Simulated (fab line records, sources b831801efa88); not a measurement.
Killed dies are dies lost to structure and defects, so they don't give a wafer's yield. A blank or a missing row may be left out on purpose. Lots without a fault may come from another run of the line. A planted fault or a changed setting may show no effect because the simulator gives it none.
A struck lot beside a sound one | flow sky130 | 35 steps out of a route of 708
Sound: wafers L382.1, L382.3, L382.4. Struck: wafers L376.1, L376.4, L376.5. The cause comes at the end.
At each step with rows: each side's tool, then ch and its chambers, then its first start. Under that, the readings that differ: sound wafers | struck wafers | difference of the means | sigmas: that difference in standard deviations of wafers without a fault.
alike: readings whose means differ by less than 2 such deviations, and words and numbers that are the same on both sides. not compared: withheld readings, readings that some wafer has no value for, bounds like >300 that may hide the same value, and numbers for which the record gives no deviation and whose values overlap.
The two part at a step that has a row with sigmas, a row that says differs or no value, or rows on one side only. Numbers that don't overlap but have no deviation are shown without sigmas and don't part them. A reading that every wafer of one side lacks parts them only if that side has two wafers or more.

first, 10 steps without rows for these wafers: SKY_VIA1_ETCH_14 (etches BARC in N2/H2, stops on SiO2, time 45.9 s, target depth 60 nm); SKY_VIA1_ETCH_15 (etches SiO2 in C4F8/O2/Ar, stops on TiN, target depth 351 nm, time 54 s); SKY_VIA1_STRIP_16 (strips in O2/N2); SKY_VIA1_STRIP_17 (strips in post etch residue remover, time 1200 s); SKY_VIA1_CLEAN_18 (cleans in IPA, time 180 s); SKY_VIA1_CLEAN_19 (cleans in O3/DIW); SKY_VIA1_SPUTTER_20 (material TiN, target thk 20 nm, time 80 s); SKY_VIA1_CVD_21 (deposits W, target thk 270 nm, time 80.902 s); SKY_VIA1_CMP_24 (polishes, stops on SiO2, t overpolish 15 s, target thk 0 nm); SKY_METAL2_SPUTTER_00 (material Ti, target thk 15 nm, time 10 s).
SKY_METAL2_SPUTTER_01: material TiN, target thk 20 nm, time 16.7 s.
  sound on pvd_sputter-02, day 40 18:30; struck on pvd_sputter-01, day 38 15:20
  alike: throttle_valve_pct
then, 23 steps without rows for these wafers: SKY_METAL2_SPUTTER_02 (material AlCu, target thk 250 nm, time 13.3 s); SKY_METAL2_SPUTTER_03 (material Ti, target thk 5 nm, time 3.3 s); SKY_METAL2_SPUTTER_04 (material TiN, target thk 70 nm, time 58.3 s); SKY_METAL2_DEHYDRATE_07 (time 60 s); SKY_METAL2_HMDS_08 (prime time 60 s); SKY_METAL2_COAT_09 (resist thk 60 nm); SKY_METAL2_COAT_10 (resist thk 450 nm); SKY_METAL2_SOFTBAKE_11 (time 90 s); SKY_METAL2_EXPOSE_12 (exposes mask MM2, target cd 140 nm); SKY_METAL2_PEB_13; SKY_METAL2_DEVELOP_14 (develop time 60 s); SKY_METAL2_DESCUM_17 (chemistry O2, time 8 s); SKY_METAL2_ETCH_18 (etches BARC in N2/H2, stops on SiO2, time 45.9 s, target depth 60 nm); SKY_METAL2_METAL_ETCH_19 (etches the open film in Cl2/BCl3, stops on SiO2, target depth 360 nm, time 78 s); SKY_METAL2_STRIP_20 (strips in O2/N2); SKY_METAL2_STRIP_21 (strips in post etch residue remover, time 1200 s); SKY_METAL2_CLEAN_22 (cleans in IPA, time 180 s); SKY_METAL2_CLEAN_23 (cleans in O3/DIW); SKY_VIA2_HDPCVD_00 (deposits SiO2, target thk 1180 nm, time 196.7 s); SKY_VIA2_CMP_02 (polishes SiO2); SKY_VIA2_DEHYDRATE_04 (time 60 s); SKY_VIA2_HMDS_05 (prime time 60 s); SKY_VIA2_COAT_06 (resist thk 60 nm).
-- the record jumps here: 11 days lie between the struck wafers' starts before and after (it left off in module VIA2 and takes up again in module PAD_OPEN, whose first step shown is number 708 of the route) --
SKY_PAD_OPEN_PROBE_99:
  sound on prober-02, day 50 19:35; struck on prober-02, day 49 08:54
  reading                               | sound              | struck                                                                     | difference                   | sigmas
  hold                                  | - - -              | await_dispo/2.5h/release await_dispo/2.5h/release await_dispo/2.5h/release | no value on the sound wafers |
  defect_limited_yield (%)              | 81.7 81.3 83.1     | 74.2 73.4 70.9                                                             | -9.2                         | -5
  killed_at_M0_to_M3                    | 33 51 48           | 90 95 84                                                                   | +46                          | +6
  killed_at_M4_up                       | 8 4 6              | 3 1 1                                                                      | -4                           | -2
  killed_dies                           | 90 92 83           | 127 131 143                                                                | +45                          | +5
  sort_bin_3_pad_short (%)              | 1.0 0.8 0.4        | 2.6 2.0 3.0                                                                | +1.8                         | +4
  sort_bin_5_function (%)               | 12.0 10.4 11.6     | 17.7 19.1 16.7                                                             | +6.5                         | +4
  sort_n_pass                           | 402 400 409        | 365 361 349                                                                | -45                          | -5
  sort_yield_pct (%)                    | 81.7 81.3 83.1     | 74.2 73.4 70.9                                                             | -9.2                         | -5
  model.etest.tester.sort_n_pass        | 402 400 409        | 365 361 349                                                                | -45                          |
  model.etest.tester.sort_yield_pct (%) | 81.71 81.3 83.13   | 74.19 73.37 70.94                                                          | -9.21                        |
  model.etest.tester.sort_bin_5_pct (%) | 11.99 10.37 11.59  | 17.68 19.11 16.67                                                          | +6.50                        |
  model.etest.tester.sort_bin_3_pct (%) | 1.016 0.813 0.4065 | 2.642 2.033 3.049                                                          | +1.829                       |
  alike: killed_at_contacts, killed_at_front_end, killed_at_other, killed_open, killed_short, sort_bin_6_memory

WHERE THEY PART
Only at SKY_PAD_OPEN_PROBE_99, within this record.

WHY: what the simulator had put in
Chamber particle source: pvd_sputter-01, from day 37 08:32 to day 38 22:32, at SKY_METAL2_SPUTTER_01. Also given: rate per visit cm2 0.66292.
